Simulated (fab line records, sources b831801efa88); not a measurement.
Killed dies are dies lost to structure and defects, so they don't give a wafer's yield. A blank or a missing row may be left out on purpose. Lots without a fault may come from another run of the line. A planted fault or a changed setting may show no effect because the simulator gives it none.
fab line records | flow sky130
record lots=6 wafers=18 last_day=50
route steps=708 shown FIELD_ISO@3
lots that met no fault: from a run of the same line without faults
start_h: hours from the record's first day to the start of the lot's first wafer shown | wait_h: hours since the lot's step before | " the same as in the row above | L1.1+2: a row that stands for several wafers | - no value, or no start given | * or withheld: withheld | < > ~ a bound
route shown NAME@n: a module of which the file shows steps, and the number in the route of the first | usual: mean/standard deviation of fault-free wafers | same: alike in all rows | chamber/n: place in a boat | sites: the reading at each site | _std_site: their standard deviation | _edge_site: outer sites' mean less inner sites' | radius_mm: how far each site lies from the wafer's centre | mask NAME#n: copy n | behind: the tool/chamber that last shaped the wafer | hold: why the lot was held/for how many hours/how that ended | device: the transistor (n, p or np) that didn't switch | end of line: the same wafers' tests at the end of the route | a step without rows: its recipe alone | killed: dies lost to structure and defects at the first sort, not the wafer's yield | map: a wafer's dies, x killed, . not, _ none there
set.NAME: the setting as run; set.NAME@STEP: as run at that earlier step | model.NAME: the simulator's own value behind a step, which no gauge read
lots at some steps of the route; a table a step, a row a wafer
services: from which hour (start_h, from the record's first day; less than 0 if before it) a tool's chamber was out of use, for how many hours, and why
## steps
# step SKY_FIELD_ISO_THK_MEAS_02
# recipe reads=SiO2_of_FIELD_ISO_OXIDATION_01
# usual FIELD_ISO_OXIDATION_00_THK=12.08/0.26
# columns lot.wafer tool chamber start_h wait_h FIELD_ISO_OXIDATION_00_THK[nm]
L517.1 film_metro-03 - 17.85 0.0 12.25
L517.3 " - " " 12.11
L517.6 " - " " 12.17
L526.2 film_metro-04 - 63.09 0.0 11.84
L526.4 " - " " 11.87
L526.5 " - " " 12.00
L535.1 film_metro-01 - 107.13 0.0 12.10
L535.3 " - " " 11.99
L535.6 " - " " 12.14
L536.1 film_metro-04 - 112.70 0.0 12.23
L536.3 " - " " 12.52
L536.4 " - " " 12.45
L538.1 film_metro-03 - 121.63 0.0 12.66
L538.2 " - " " 12.58
L538.6 " - " " 12.43
L539.2 film_metro-04 - 126.70 0.0 12.06
L539.3 " - " " 12.15
L539.5 " - " " 11.90
# step SKY_FIELD_ISO_CVD_03
# recipe material=Si3N4 precursor=DCS/NH3 target_thk_nm=165 temp_c=770 time_s=2830 pressure_mtorr=250
# step SKY_FIELD_ISO_THK_MEAS_04
# recipe reads=Si3N4_of_FIELD_ISO_CVD_03
# usual FIELD_ISO_CVD_03_THK=164.6/1.6
# columns lot.wafer tool chamber start_h wait_h FIELD_ISO_CVD_03_THK[nm]
L517.1 film_metro-01 - 19.70 0.0 165.0
L517.3 " - " " 164.6
L517.6 " - " " 165.9
L526.2 film_metro-03 - 64.94 0.0 163.9
L526.4 " - " " 162.9
L526.5 " - " " 163.1
L535.1 film_metro-04 - 109.81 0.0 165.6
L535.3 " - " " 164.9
L535.6 " - " " 165.8
L536.1 film_metro-04 - 115.22 0.0 166.3
L536.3 " - " " 166.2
L536.4 " - " " 166.5
L538.1 film_metro-03 - 123.48 0.0 166.0
L538.2 " - " " 166.2
L538.6 " - " " 165.7
L539.2 film_metro-03 - 128.55 0.0 164.1
L539.3 " - " " 164.9
L539.5 " - " " 162.9
# step SKY_FIELD_ISO_DEHYDRATE_05
# recipe temp_c=200 time_s=60
# step SKY_FIELD_ISO_HMDS_06
# recipe prime_time_s=60 prime_temp_c=120
# step SKY_FIELD_ISO_COAT_07
# recipe resist=BARC temp_c=withheld time_s=withheld spin_rpm=3000 resist_thk_nm=60
# step SKY_FIELD_ISO_COAT_08
# recipe resist=KrF-thick spin_rpm=3000 resist_thk_nm=450
# step SKY_FIELD_ISO_SOFTBAKE_09
# recipe temp_c=100 time_s=90 resist=KrF-thick
# step SKY_FIELD_ISO_EXPOSE_10
# recipe mask_id=FOM na=0.68 source_shape=annular sigma_inner=0.4 sigma_outer=0.8 target_cd_nm=150 dose_mj=28
# step SKY_FIELD_ISO_PEB_11
# recipe peb_temp_c=withheld peb_time_s=withheld resist=KrF-thick
# step SKY_FIELD_ISO_DEVELOP_12
# recipe develop_time_s=60 resist=KrF-thick dev_temp_c=21
# step SKY_FIELD_ISO_CD_MEAS_13
# recipe target_cd_nm=150
# usual cd_nm=150.1/1.4
# columns lot.wafer tool chamber start_h wait_h cd_nm
L517.1 cd_sem-02 - 34.51 - 151.4
L517.3 " - " " 150.5
L517.6 " - " " 150.7
L526.2 cd_sem-01 - 82.17 - 148.4
L526.4 " - " " 149.4
L526.5 " - " " 148.9
L535.1 cd_sem-02 - 128.76 - 149.0
L535.3 " - " " 149.4
L535.6 " - " " 148.9
L536.1 cd_sem-02 - 134.78 - 149.8
L536.3 " - " " 149.7
L536.4 " - " " 150.0
L538.1 cd_sem-02 - 142.61 - 148.3
L538.2 " - " " 149.9
L538.6 " - " " 148.9
L539.2 cd_sem-02 - 148.13 - 151.1
L539.3 " - " " 152.1
L539.5 " - " " 151.5
# step SKY_FIELD_ISO_ETCH_14
# recipe chemistry=N2/H2 target=BARC ion_energy_ev=200 source_w=500 bias_w=100 pressure_mtorr=30 n2_flow_sccm=100 h2_flow_sccm=200 stop_on=SiO2 time_s=45.9 target_depth_a=600
# usual bias_w=100.0/0.31 chamber_pressure_mTorr=30.000/0.028 drypump_motor_current_A=5.7/0.46 oes_product_au=0.854/0.0046 throttle_valve_pct=13.225/0.0088
# columns lot.wafer tool chamber start_h wait_h bias_w chamber_pressure_mTorr drypump_motor_current_A oes_product_au rf_hours_counter_h throttle_valve_pct model.KrF-thick_of_FIELD_ISO_COAT_08.thk_nm
L517.1 rie_diel-04 3 34.63 0.1 99.7 29.961 4.9 0.860 138 13.226 391.3
L517.3 " 2 " " 100.0 29.985 6.4 0.855 125 13.221 391.5
L517.6 " 0 " " 100.2 30.031 5.1 0.847 - 13.227 392.4
L526.2 rie_diel-04 2 82.27 0.1 100.4 30.065 6.3 0.855 125 13.236 392.9
L526.4 " 0 " " 99.8 29.990 5.1 0.856 5 13.236 391.6
L526.5 " 0 " " 100.0 29.977 5.1 0.846 - 13.223 390.9
L535.1 rie_diel-02 0 128.88 0.1 - - - - - - 434.5
L535.3 " 1 " " - - - - - - 435.2
L535.6 " 1 " " - - - - - - 434.9
L536.1 rie_diel-04 0 134.90 0.1 - - - - - - 435.7
L536.3 " 3 " " - - - - - - 436.7
L536.4 " 2 " " - - - - - - 437.2
L538.1 rie_diel-01 1 142.73 0.1 100.0 30.002 6.0 0.853 7 13.218 394.1
L538.2 " 2 " " 99.3 30.049 5.6 0.863 17 13.231 393.2
L538.6 " 3 " " 99.7 30.036 5.9 0.855 - 13.228 394.3
L539.2 rie_diel-01 3 148.23 0.1 99.9 30.030 5.8 0.857 25 13.224 393.1
L539.3 " 0 " " 99.5 30.022 6.0 0.863 63 13.238 394.1
L539.5 " 1 " " 99.6 29.988 6.0 0.864 - 13.224 393.7
# step SKY_FIELD_ISO_ETCH_15
# recipe chemistry=CHF3/O2 target_depth_nm=180 stop_on=Si source_w=600 bias_w=200 pressure_mtorr=40 chf3_flow_sccm=50 O2_flow_sccm=5 time_s=72
# usual O2_flow_sccm=4.998/0.015 bias_w=199.8/0.7 drypump_motor_current_A=5.7/0.45 oes_product_au=0.944/0.007 throttle_valve_pct=8.845/0.0098
# columns lot.wafer tool chamber start_h wait_h O2_flow_sccm bias_w drypump_motor_current_A oes_product_au rf_hours_counter_h throttle_valve_pct model.KrF-thick_of_FIELD_ISO_COAT_08.thk_nm
L517.1 rie_diel-04 3 34.67 0.0 4.979 199.6 4.9 0.953 138 8.856 235
L517.3 " 2 " " 4.991 199.3 6.3 0.942 125 8.845 233.6
L517.6 " 0 " " 5.003 200.0 5.1 0.954 - 8.863 235.6
L526.2 rie_diel-04 2 82.31 0.0 4.998 199.9 6.3 0.943 125 8.843 233.6
L526.4 " 0 " " 4.996 199.1 5.0 0.940 5 8.848 236.7
L526.5 " 0 " " 5.009 200.0 5.0 0.931 - 8.838 236.1
L535.1 rie_diel-02 0 128.92 0.0 5.004 198.9 5.3 0.374 151 8.667 280.6
L535.3 " 1 " " 4.984 198.5 6.4 0.373 31 8.682 273.9
L535.6 " 1 " " 5.000 199.4 6.3 0.370 - 8.674 273.1
L536.1 rie_diel-04 0 134.95 0.0 4.988 199.9 5.1 0.377 5 8.669 279.8
L536.3 " 3 " " 4.996 199.0 4.9 0.370 139 8.676 282
L536.4 " 2 " " 5.034 200.1 6.3 0.374 126 8.673 281.6
L538.1 rie_diel-01 1 142.77 0.0 5.010 199.2 6.0 0.944 7 8.857 237.1
L538.2 " 2 " " 5.016 198.8 5.6 0.951 17 8.829 233.4
L538.6 " 3 " " 4.989 199.7 5.8 0.949 - 8.862 236.3
L539.2 rie_diel-01 3 148.27 0.0 4.973 200.1 5.9 0.945 25 8.848 233.5
L539.3 " 0 " " 5.003 200.6 6.0 0.945 63 8.842 236.9
L539.5 " 1 " " 4.989 199.6 6.0 0.945 - 8.845 236.1
# step SKY_FIELD_ISO_STRIP_16
# recipe chemistry=O2/N2 power_w=1400 pressure_mtorr=1500 platen_temp_c=withheld o2_flow_sccm=3000 n2_flow_sccm=300 overash_fraction=0.5
# usual drypump_motor_current_A=5.8/0.51 oes_product_au=0.377/0.0052 strip_time_to_endpoint_s=3.53/0.04
# columns lot.wafer tool chamber start_h wait_h drypump_motor_current_A oes_product_au rf_hours_counter_h strip_time_to_endpoint_s
L517.1 plasma_asher-02 0 34.73 0.0 5.7 0.372 35 3.53
L517.3 " 1 " " 5.4 0.372 - 3.53
L517.6 " 1 " " 5.4 0.371 - 3.54
L526.2 plasma_asher-02 1 82.37 0.0 5.4 0.379 38 3.52
L526.4 " 0 " " 5.7 0.382 - 3.56
L526.5 " 1 " " 5.4 0.378 - 3.53
L535.1 plasma_asher-03 1 128.98 0.0 6.8 0.401 1 4.02
L535.3 " 0 " " 5.8 0.395 - 3.95
L535.6 " 1 " " 6.7 0.389 - 3.94
L536.1 plasma_asher-03 1 135.00 0.0 6.7 0.393 2 4.01
L536.3 " 1 " " 6.7 0.400 - 4.03
L536.4 " 0 " " 5.9 0.410 - 4.03
L538.1 plasma_asher-01 0 142.83 0.0 5.2 0.381 43 3.55
L538.2 " 1 " " 5.3 0.380 43 3.53
L538.6 " 0 " " 5.3 0.375 - 3.56
L539.2 plasma_asher-01 1 148.33 0.0 5.3 0.372 44 3.54
L539.3 " 1 " " 5.3 0.379 - 3.53
L539.5 " 0 " " 5.2 0.370 - 3.54
# step SKY_FIELD_ISO_ETCH_17
# recipe target_depth_a=3420 mask_material=Si3N4 chemistry=HBr/Cl2/O2 target=Si taper_deg=5 icp_w=600 bias_w=150 pressure_mtorr=15 HBr_flow_sccm=150 Cl2_flow_sccm=40 O2_flow_sccm=6 time_s=97.7
# usual HBr_flow_sccm=150.0/0.4 O2_flow_sccm=5.999/0.018 drypump_motor_current_A=5.6/0.43 oes_product_au=0.989/0.012 throttle_valve_pct=25.663/0.012
# columns lot.wafer tool chamber start_h wait_h HBr_flow_sccm O2_flow_sccm drypump_motor_current_A oes_product_au rf_hours_counter_h throttle_valve_pct
L517.1 rie_si-01 0 34.83 0.1 150.2 5.989 6.7 0.968 99 25.674
L517.3 " 2 " " 150.4 6.002 5.6 0.988 131 25.670
L517.6 " 2 " " 150.2 5.994 5.6 0.991 - 25.661
L526.2 rie_si-01 1 82.47 0.1 150.5 6.029 5.3 0.995 9 25.661
L526.4 " 2 " " 150.4 5.989 5.6 0.985 131 25.665
L526.5 " 0 " " 149.6 5.979 6.7 0.980 - 25.669
L535.1 rie_si-02 3 129.08 0.1 149.9 6.001 5.5 1.000 95 25.652
L535.3 " 1 " " 149.9 5.995 5.4 0.972 82 25.665
L535.6 " 3 " " 149.7 5.981 5.4 0.998 - 25.648
L536.1 rie_si-02 0 135.10 0.1 150.3 6.004 5.4 0.992 58 25.662
L536.3 " 3 " " 149.7 6.003 5.5 1.023 95 25.644
L536.4 " 1 " " 150.6 6.026 5.4 0.997 82 25.645
L538.1 rie_si-01 1 142.93 0.1 150.1 5.998 5.3 1.009 10 25.649
L538.2 " 3 " " 149.7 6.006 5.8 0.995 1 25.668
L538.6 " 2 " " 150.1 6.011 5.7 0.992 - 25.668
L539.2 rie_si-02 2 148.43 0.1 149.6 6.012 5.4 0.996 21 25.662
L539.3 " 1 " " 149.6 6.018 5.4 0.999 82 25.662
L539.5 " 0 " " 149.8 6.007 5.3 0.987 - 25.663
## services
# columns tool chamber start_h hours kind
rie_si-01 3 11.05 - clean
rie_si-01 3 11.05 33.6 scheduled_down
rie_si-01 3 11.05 33.6 vent_cycle
rie_diel-02 0 11.13 3.6 repair
rie_si-02 3 12.74 1.9 repair
rie_si-01 1 45.14 3.0 repair
plasma_asher-01 - 53.81 2.8 pm
rie_diel-04 1 55.98 4.4 repair
rie_diel-04 3 57.31 5.7 repair
rie_si-01 - 62.11 1.7 repair
rie_si-02 0 63.56 5.2 repair
plasma_asher-02 - 68.49 8.6 repair
rie_diel-01 0 75.38 2.4 repair
rie_diel-04 - 77.28 2.8 pm
rie_si-02 2 88.49 5.3 repair
plasma_asher-01 - 90.09 1.3 repair
rie_diel-04 1 93.15 1.5 repair
plasma_asher-03 - 108.75 9.0 pm
plasma_asher-03 0 108.75 9.0 vent_cycle
plasma_asher-03 1 108.75 9.0 vent_cycle
rie_diel-02 1 115.34 4.6 repair
plasma_asher-03 0 117.75 - clean
rie_diel-02 3 126.82 15.5 repair
rie_diel-01 - 137.49 1.0 repair
## key
first_sign step=SKY_FIELD_ISO_ETCH_14 reading=tool_record direction=missing
effect step=SKY_FIELD_ISO_ETCH_15 reading=oes_product_au direction=down sigmas=81 usual=0.944 struck=0.373
effect step=SKY_FIELD_ISO_STRIP_16 reading=strip_time_to_endpoint_s direction=up sigmas=12 usual=* struck=*
model_effect step=SKY_FIELD_ISO_ETCH_14 value=KrF-thick_of_FIELD_ISO_COAT_08.thk_nm without=392.3 struck=435.7
model_effect step=SKY_FIELD_ISO_ETCH_15 value=KrF-thick_of_FIELD_ISO_COAT_08.thk_nm without=235.1 struck=278.5
met_at SKY_FIELD_ISO_ETCH_14
struck_wafers L535.1,L535.3,L535.6,L536.1,L536.3,L536.4
later_rows_left_out L535.1,L535.3,L535.6,L536.1,L536.3,L536.4
sort_left_out L535.1,L535.3,L535.6,L536.1,L536.3,L536.4
tester_left_out L535,L536
onset_between 82.27 128.88
fault kind=skipped_step_whole tool=rie_diel-02,rie_diel-04 chamber=- onset_h=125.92 steps=SKY_FIELD_ISO_ETCH_14 scope=struck_lots_only
# tester_left_out: of these lots the tester's yield and bins aren't shown, on N5 and GAA mostly nor the transistor test; their killed dies are dies lost to structure and defects alone, not to doping, threshold or leakage, so they don't give the yield
# sort_left_out: the simulated sort isn't trusted on such a fault, so these wafers' sort isn't shown, and their yield isn't known
# later_rows_left_out: the simulator's readings of these wafers behind a module that went badly wrong aren't trusted and aren't shown, but for the sort
